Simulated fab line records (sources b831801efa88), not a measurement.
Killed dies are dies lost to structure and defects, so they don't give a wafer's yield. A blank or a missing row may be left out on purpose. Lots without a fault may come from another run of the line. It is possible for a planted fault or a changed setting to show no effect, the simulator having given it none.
Chamber matching | flow sky130 | SKY_VIA2_ETCH_15 on rie diel-01: 4 sister chambers
The step etches SiO2 in C4F8/O2/Ar, stops on TiN, target depth 546 nm, time 84 s. 16 wafers are shown with their chamber, then 8 later ones without.

== WAFERS PAIRED WITH THEIR CHAMBERS ==
wafer  | chamber | oes product au (a.u.)
L076.1 | 1       | 0.948
L076.4 | 2       | 0.939
L076.6 | 2       | 0.940
L083.2 | 2       | 0.944
L083.3 | 0       | 0.944
L083.4 | 1       | 0.950
L085.1 | 0       | 0.939
L085.2 | 1       | 0.939
L085.3 | 2       | 0.940
L086.2 | 2       | 0.945
L086.3 | 1       | 0.935
L086.4 | 3       | 0.931
L088.4 | 1       | 0.944
L088.5 | 2       | 0.943
L088.6 | 1       | 0.938
L089.1 | 3       | 0.939

SIGNATURES (means of the wafers above)
reading        | chamber 0 | chamber 1 | chamber 2 | chamber 3 | scatter within a chamber
oes product au | 0.94150   | 0.94233   | 0.94183   | 0.93500   | 0.00459
Rule: for each reading, subtract the chamber's mean from the wafer's reading, divide by that reading's scatter and square the result; add these up over the readings and take the root, which gives the wafer's distance from the chamber. If the next closest chamber is less than 2 further off than the closest, the wafer can't be placed; otherwise it belongs to the closest. The scatter: take each reading less its chamber's mean, square it, sum over the shown wafers, divide by the number of wafers less the number of chambers, and take the root.

== WAFERS MISSING THEIR CHAMBER ==
wafer  | oes product au (a.u.)
L089.2 | 0.929
L089.4 | 0.947
L090.1 | 0.948
L090.4 | 0.941
L090.6 | 0.937
L093.3 | 0.938
L093.4 | 0.929
L093.5 | 0.946

== WHICH CHAMBER EACH WENT THROUGH ==
wafer  | from the rows above               | in truth
L089.2 | can't be placed: 3 or 0 or 2 or 1 | 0
L089.4 | can't be placed: 1 or 2 or 0 or 3 | 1
L090.1 | can't be placed: 1 or 2 or 0 or 3 | 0
L090.4 | can't be placed: 0 or 2 or 1 or 3 | 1
L090.6 | can't be placed: 3 or 0 or 2 or 1 | 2
L093.3 | can't be placed: 3 or 0 or 2 or 1 | 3
L093.4 | can't be placed: 3 or 0 or 2 or 1 | 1
L093.5 | can't be placed: 1 or 2 or 0 or 3 | 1
Correct placement for 0 of the 8. Can't be placed from these rows: 8 (the true chamber is among the candidates in 8). 0 placed wrongly.
